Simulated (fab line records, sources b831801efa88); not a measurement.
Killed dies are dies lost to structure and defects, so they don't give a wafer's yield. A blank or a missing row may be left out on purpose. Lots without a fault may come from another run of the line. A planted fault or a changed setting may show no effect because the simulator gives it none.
A struck lot beside a sound one | flow sky130 | 16 steps out of a route of 708
Sound: wafers L178.1, L178.2, L178.6. Struck: wafer L188.5. (L188.1, L188.2 of the same lot were not struck and are left out.) The cause comes at the end.
At each step with rows: each side's tool, then ch and its chambers, then its first start. Under that, the readings that differ: sound wafers | struck wafers | difference of the means | sigmas: that difference in standard deviations of wafers without a fault.
alike: readings whose means differ by less than 2 such deviations, and words and numbers that are the same on both sides. not compared: withheld readings, readings that some wafer has no value for, bounds like >300 that may hide the same value, and numbers for which the record gives no deviation and whose values overlap.
The two part at a step that has a row with sigmas, a row that says differs or no value, or rows on one side only. Numbers that don't overlap but have no deviation are shown without sigmas and don't part them. A reading that every wafer of one side lacks parts them only if that side has two wafers or more.

first, 8 steps without rows for these wafers: SKY_CONTACT_DEHYDRATE_06 (time 60 s); SKY_CONTACT_HMDS_07 (prime time 60 s); SKY_CONTACT_COAT_08 (resist thk 60 nm); SKY_CONTACT_COAT_09 (resist thk 450 nm); SKY_CONTACT_SOFTBAKE_10 (time 90 s); SKY_CONTACT_EXPOSE_11 (exposes mask CTM1, target cd 170 nm); SKY_CONTACT_PEB_12; SKY_CONTACT_DEVELOP_13 (develop time 60 s).
SKY_CONTACT_CD_MEAS_14: target cd 170 nm.
  sound on cd_sem-01, day 32 10:22; struck on cd_sem-02, day 35 03:47
  alike: cd_nm
SKY_CONTACT_OVL_MEAS_15:
  sound on overlay-01, day 32 10:29; struck on overlay-01, day 35 03:55
  alike: CONTACT_OVL
SKY_CONTACT_ETCH_16: etches BARC in N2/H2, stops on SiO2, time 45.9 s, target depth 60 nm.
  sound on rie_diel-01 ch 0,2,3, day 32 10:31; struck on rie_diel-01 ch 1, day 35 03:56
  alike: bias_w, drypump_motor_current_A, oes_product_au, throttle_valve_pct
  not compared: rf_hours_counter_h
SKY_CONTACT_ETCH_17: etches SiO2 in C4F8/O2/Ar, stops on Si3N4, target depth 340 nm.
  sound on rie_diel-01 ch 0,2,3, day 32 10:34; struck on rie_diel-01 ch 1, day 35 03:59
  reading    | sound          | struck | difference | sigmas
  bias_w (W) | 1193 1202 1195 | 1204   | +7         | +2
  alike: oes_product_au
SKY_CONTACT_ETCH_18: etches Si3N4 in CHF3/O2, stops on TiN, time 39 s, target depth 75 nm.
  sound on rie_diel-01 ch 0,2,3, day 32 10:00; struck on rie_diel-01 ch 1, day 35 04:00
  reading                                        | sound             | struck | difference | sigmas
  bias_w (W)                                     | 200.1 200.6 199.3 | 346.9  | +146.9     | +99 or more
  model.KrF-thick_of_CONTACT_COAT_09.thk_nm (nm) | 239.4 237.7 251.9 | 221.2  | -21.8      |
  alike: O2_flow_sccm, drypump_motor_current_A, oes_product_au, throttle_valve_pct
  not compared: rf_hours_counter_h, model.TiN_of_LOCAL_INTERCONNECT_SPUTTER_00.thk_nm
SKY_CONTACT_STRIP_19: strips in O2/N2.
  sound on plasma_asher-03 ch 0,1, day 32 10:39; struck on plasma_asher-02 ch 0, day 35 04:04
  reading                      | sound          | struck | difference | sigmas
  strip_time_to_endpoint_s (s) | 3.59 3.56 3.73 | 3.38   | -0.25      | -5
  alike: drypump_motor_current_A, oes_product_au
  not compared: rf_hours_counter_h
then, 2 steps without rows for these wafers: SKY_CONTACT_STRIP_20 (strips in post etch residue remover, time 1200 s); SKY_PAD_OPEN_PROBE_99.

WHERE THEY PART
First at SKY_CONTACT_ETCH_17; last, within this record, at SKY_CONTACT_STRIP_19.

WHY: what the simulator had put in
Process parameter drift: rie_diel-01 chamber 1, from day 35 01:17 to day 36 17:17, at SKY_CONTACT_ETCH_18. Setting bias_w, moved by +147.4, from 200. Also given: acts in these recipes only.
